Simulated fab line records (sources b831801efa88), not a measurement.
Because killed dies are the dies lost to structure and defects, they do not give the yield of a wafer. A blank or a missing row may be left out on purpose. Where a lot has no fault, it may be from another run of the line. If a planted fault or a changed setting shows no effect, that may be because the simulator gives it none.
Which tool was responsible? | flow sky130 | route of 708 steps, sampled at 1 step: 11 lots, 33 wafers

## WHAT THE GAUGES SHOWED, per wafer
SKY_METAL3_OVL_MEAS_14.
lot  | measured     | on         | METAL3_OVL (nm)
L430 | day 38 19:53 | overlay-02 | 2 12 2
L431 | day 38 22:31 | overlay-02 | 2 3 -2
L434 | day 39 18:17 | overlay-02 | 4 2 3
L435 | day 40 01:28 | overlay-02 | 6 -3 4
L436 | day 40 05:32 | overlay-02 | -1 9 -8
L438 | day 40 23:02 | overlay-02 | 6 1 6
L448 | day 43 12:54 | overlay-02 | 4 11 7
L450 | day 44 00:59 | overlay-02 | 1 -1 -1
L451 | day 44 13:30 | overlay-02 | -9 -7 -11
L452 | day 44 21:38 | overlay-02 | 8 -1 7
L453 | day 44 22:08 | overlay-02 | -5 -7 -8

## TOOL THAT RAN EACH LOT (tool first, then ch and the chambers of the sampled wafers, then the start)
Before these readings, the record contains no process step.

## THE ANSWER, worked out from the rows above alone
Rule: what is usual is taken from the lots themselves. The widest of any qualifying gaps counts: lots, ordered by their means at a reading, are off when they make up no more than a third of the lots, leave a main group of 4 or more, and stand apart from it by 3 or more times the standard deviation of that group's means. Not used: any main group whose means are identical at the precision the tables above print for the reading. A lot without any number at a reading at which 4 lots or more have one is off too. All remaining lots with rows at the step are treated as sound.
None of the lots is off at any reading shown; this tells nothing.

## WHAT THE SIMULATOR HAD PUT IN
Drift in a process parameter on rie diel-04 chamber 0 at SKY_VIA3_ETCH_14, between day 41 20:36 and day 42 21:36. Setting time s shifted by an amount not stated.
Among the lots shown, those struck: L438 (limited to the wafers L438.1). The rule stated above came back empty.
